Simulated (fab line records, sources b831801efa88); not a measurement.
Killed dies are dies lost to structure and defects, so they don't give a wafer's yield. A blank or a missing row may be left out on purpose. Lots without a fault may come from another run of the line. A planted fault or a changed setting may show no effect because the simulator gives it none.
Which tool did it? | flow gf180mcu | 14 lots, 42 wafers sampled, at 5 steps of a route of 602

WHAT THE GAUGES READ, wafer by wafer
GF_VT_IMPLANT_TW_MEAS_10.
lot  | measured     | on            | VT_IMPLANT_TW
L864 | day 5 15:55  | film_metro-04 | 570 570 570
L865 | day 5 22:55  | film_metro-04 | 569 573 571
L866 | day 6 03:12  | film_metro-04 | 567 565 563
L867 | day 6 09:13  | film_metro-01 | 560 562 561
L868 | day 6 15:34  | film_metro-02 | 563 561 559
L869 | day 6 22:42  | film_metro-02 | 564 562 564
L871 | day 7 10:31  | film_metro-02 | 564 565 565
L874 | day 8 03:10  | film_metro-02 | 561 561 562
L875 | day 8 11:01  | film_metro-02 | 560 562 561
L876 | day 8 17:07  | film_metro-01 | 561 559 557
L879 | day 9 12:13  | film_metro-04 | 570 569 568
L880 | day 9 17:49  | film_metro-01 | 561 563 562
L881 | day 10 01:47 | film_metro-01 | 560 557 558
L882 | day 10 05:05 | film_metro-01 | 560 561 558

GF_VT_IMPLANT_TW_MEAS_21.
lot  | measured     | on            | VT_IMPLANT_2_TW
L864 | day 6 06:37  | film_metro-02 | 1212 1211 1216
L865 | day 6 13:17  | film_metro-01 | 1214 1217 1208
L866 | day 6 18:33  | film_metro-04 | 1223 1222 1220
L867 | day 7 00:44  | film_metro-01 | 1203 1203 1205
L868 | day 7 07:22  | film_metro-01 | 1206 1205 1213
L869 | day 7 13:38  | film_metro-04 | 1237 1231 1227
L871 | day 8 02:31  | film_metro-01 | 1200 1199 1206
L874 | day 8 19:55  | film_metro-01 | 1203 1201 1202
L875 | day 9 04:46  | film_metro-04 | 1224 1223 1229
L876 | day 9 09:58  | film_metro-04 | 1226 1227 1228
L879 | day 10 05:23 | film_metro-01 | 815 818 824 821 819 816
L880 | day 10 11:55 | film_metro-04 | 1236 1230 1229
L881 | day 10 19:59 | film_metro-01 | 812 812 811 810 810 812
L882 | day 10 22:59 | film_metro-04 | 829 828 827 824 826 829

GF_VT_IMPLANT_RS_MEAS_46: measures by four-point-probe.
lot  | measured     | on            | MVSD_RS (ohm/sq)
L864 | day 7 13:28  | film_metro-01 | 457.0 457.0 457.0
L865 | day 7 19:50  | film_metro-01 | 458.3 458.2 458.3
L866 | day 8 02:25  | film_metro-02 | 455.1 456.6 456.9
L867 | day 8 08:34  | film_metro-03 | 457.8 457.9 456.4
L868 | day 8 16:04  | film_metro-01 | 458.9 457.8 458.5
L869 | day 8 22:40  | film_metro-03 | 458.3 458.2 458.0
L871 | day 9 12:43  | film_metro-01 | 458.4 458.9 458.1
L874 | day 10 07:49 | film_metro-02 | 455.4 456.2 455.7
L875 | day 10 15:23 | film_metro-03 | 458.5 457.0 456.7
L876 | day 10 22:32 | film_metro-02 | 458.6 458.5 458.6
L879 | day 11 19:07 | film_metro-03 | 457.6 456.8 456.6
L880 | day 12 01:58 | film_metro-02 | 456.5 456.5 456.0
L881 | day 12 09:50 | film_metro-01 | 459.6 459.2 456.6
L882 | day 12 13:38 | film_metro-03 | 456.2 456.4 456.2

GF_POLY_GATE_THK_MEAS_01.
lot  | measured     | on            | POLY_GATE_CVD_00_THK (nm)
L864 | day 8 11:53  | film_metro-04 | 200.6 200.3 199.4
L865 | day 8 17:43  | film_metro-01 | 197.4 196.0 197.3
L866 | day 9 01:40  | film_metro-04 | 198.6 196.9 197.4
L867 | day 9 06:14  | film_metro-04 | 202.7 203.3 202.2
L868 | day 9 14:43  | film_metro-03 | 201.0 201.2 199.3
L869 | day 9 21:13  | film_metro-01 | 202.4 202.2 202.2
L871 | day 10 13:59 | film_metro-03 | 200.9 201.6 200.9
L874 | day 11 08:02 | film_metro-01 | 198.6 199.3 199.0
L875 | day 11 15:28 | film_metro-03 | 202.5 201.4 203.4
L876 | day 11 22:08 | film_metro-04 | 198.1 198.4 198.4
L879 | day 12 20:44 | film_metro-01 | 201.8 202.0 200.9
L880 | day 13 03:04 | film_metro-04 | 199.4 202.6 200.0
L881 | day 13 10:33 | film_metro-04 | 199.7 198.6 200.5
L882 | day 13 15:57 | film_metro-03 | 197.8 201.2 199.4

WHICH TOOL RAN EACH LOT (tool, then ch and the chambers of the sampled wafers, then the start)
lot  | GF_VT_IMPLANT_IMPLANT_19
L864 | implanter-02 ch 0, day 6 06:22
L865 | implanter-03 ch 0, day 6 13:03
L866 | implanter-03 ch 0, day 6 18:17
L867 | implanter-04 ch 0, day 7 00:30
L868 | implanter-03 ch 0, day 7 07:07
L869 | implanter-03 ch 0, day 7 13:25
L871 | implanter-02 ch 0, day 8 02:16
L874 | implanter-03 ch 0, day 8 19:40
L875 | implanter-03 ch 0, day 9 04:31
L876 | implanter-02 ch 0, day 9 09:43
L879 | implanter-02 ch 0, day 10 05:09
L880 | implanter-03 ch 0, day 10 11:40
L881 | implanter-02 ch 0, day 10 19:46
L882 | implanter-02 ch 0, day 10 22:46
- GF_VT_IMPLANT_IMPLANT_19

WHAT THE TOOLS THEMSELVES READ (means of the sampled wafers that have a number; where no wafer has one, the mark that the record gives instead)
GF_VT_IMPLANT_IMPLANT_19.
lot  | tool         | dose_ions_cm2 | faraday_current_uA
L864 | implanter-02 | 4.35e+12      | 24.4
L865 | implanter-03 | 4.36e+12      | 24.2
L866 | implanter-03 | 4.35e+12      | 24.3
L867 | implanter-04 | 4.36e+12      | 24.1
L868 | implanter-03 | 4.35e+12      | 24.3
L869 | implanter-03 | 4.34e+12      | 25.1
L871 | implanter-02 | 4.35e+12      | 24.2
L874 | implanter-03 | 4.35e+12      | 24.3
L875 | implanter-03 | 4.34e+12      | 24.5
L876 | implanter-02 | 4.35e+12      | 24.7
L879 | implanter-02 | 1.27e+12      | 7.1
L880 | implanter-03 | 4.36e+12      | 24.7
L881 | implanter-02 | 1.26e+12      | 7.1
L882 | implanter-02 | 1.27e+12      | 7.1

THE ANSWER, worked out from the rows above alone
Rule: what is usual is taken from the lots themselves. Put in order of their means at a reading, lots are off if they are a third of the lots or fewer, leave a main group of 4 or more, and stand apart from it by a gap of 3 or more times the standard deviation of the main group's means; of several such gaps the widest counts. A main group whose means are all the same, to the digits that the tables above print for the reading, isn't used. A lot without any number at a reading at which 4 lots or more have one is off too. The other lots that the step has rows for count as sound. The gauges are gone through in route order, then the tools' own readings, and for those a lot's mean is taken as printed above. The first step at which some lot is off is used, and at that step the reading that is off furthest; a lot without a number counts as furthest.
Off: L879, L881, L882, at GF_VT_IMPLANT_TW_MEAS_21 (VT_IMPLANT_2_TW). The main group: mean 1216, standard deviation 11.
A tool fits if, at a process step before that reading, it ran every lot that is off, and no sound lot after the first of them. The gauges at GF_VT_IMPLANT_TW_MEAS_21 aren't tried: what is off there is off at GF_VT_IMPLANT_IMPLANT_19 too, on other tools, and a gauge's error can't cause that. One fits: implanter-02 at GF_VT_IMPLANT_IMPLANT_19. Its last sound lot is L876 (day 9 09:43), its first lot that is off L879 (day 10 05:09): a fault that began between those two fits.
The tool's own readings at GF_VT_IMPLANT_IMPLANT_19 bear it out: on the lots that are off they differ by more than 5 times the standard deviation of the sound lots' means. dose_ions_cm2 reads 1.27e+12 there against 4.35e+12 on the sound lots; faraday_current_uA reads 7.1 there against 24.4 on the sound lots.

WHAT THE SIMULATOR HAD PUT IN
Process parameter drift: implanter-02, from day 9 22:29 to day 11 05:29, at GF_VT_IMPLANT_IMPLANT_19. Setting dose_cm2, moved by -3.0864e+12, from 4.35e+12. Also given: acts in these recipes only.
Lots struck among those shown: L879, L881, L882. The rule above found the same.
